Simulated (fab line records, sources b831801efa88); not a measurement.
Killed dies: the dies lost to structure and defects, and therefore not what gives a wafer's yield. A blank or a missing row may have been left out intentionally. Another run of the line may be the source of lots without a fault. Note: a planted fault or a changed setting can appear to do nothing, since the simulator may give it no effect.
Which tool did it? -- flow sky130 -- Sampling: 6 lots, 18 wafers, 3 of 708 route steps

## WHAT THE GAUGES READ, wafer by wafer
SKY_METAL1_CD_MEAS_15: target cd 140 nm.
lot,measured,on,cd nm (nm)
L693,day 33 14:07,cd sem-02,139.4 138.1 141.1
L698,day 34 23:10,cd sem-01,140.6 138.6 141.7
L699,day 35 11:30,cd sem-02,140.0 139.0 139.8
L702,day 37 03:26,cd sem-01,136.9 136.4 138.7
L707,day 37 22:17,cd sem-01,138.6 137.4 138.0
L714,day 39 20:14,cd sem-02,137.1 138.1 137.3

## TOOL THAT RAN EACH LOT (tool first, then ch and the chambers of the sampled wafers, then the start)
lot,SKY_CONTACT_SPUTTER_23,SKY_METAL1_SPUTTER_04
L693,"pvd sputter-02, day 32 10:41","pvd sputter-03, day 32 11:26"
L698,"pvd sputter-01, day 33 20:17","pvd sputter-04, day 33 21:01"
L699,"pvd sputter-02, day 34 08:11","pvd sputter-03, day 34 08:56"
L702,"pvd sputter-01, day 36 00:44","pvd sputter-04, day 36 01:29"
L707,"pvd sputter-01, day 36 20:06","pvd sputter-03, day 36 20:50"
L714,"pvd sputter-02, day 38 17:47","pvd sputter-03, day 38 18:32"
- SKY_CONTACT_SPUTTER_23: material TiN, target thk 20 nm, time 80 s.
- SKY_METAL1_SPUTTER_04: material TiN, target thk 70 nm, time 58.3 s.

## THE ANSWER, worked out from the rows above alone
Rule: the lots themselves supply what counts as usual. Put in order of their means at a reading, lots are off if they are a third of the lots or fewer, leave a main group of 4 or more, and stand apart from it by a gap of 3 or more times the standard deviation of the main group's means; of several such gaps the widest counts. Not used: any main group whose means are identical at the precision the tables above print for the reading. A lot without any number at a reading at which 4 lots or more have one is off too. The other lots that the step has rows for count as sound.
None of the lots is off at any reading shown; this tells nothing.

## WHAT THE SIMULATOR PUT IN
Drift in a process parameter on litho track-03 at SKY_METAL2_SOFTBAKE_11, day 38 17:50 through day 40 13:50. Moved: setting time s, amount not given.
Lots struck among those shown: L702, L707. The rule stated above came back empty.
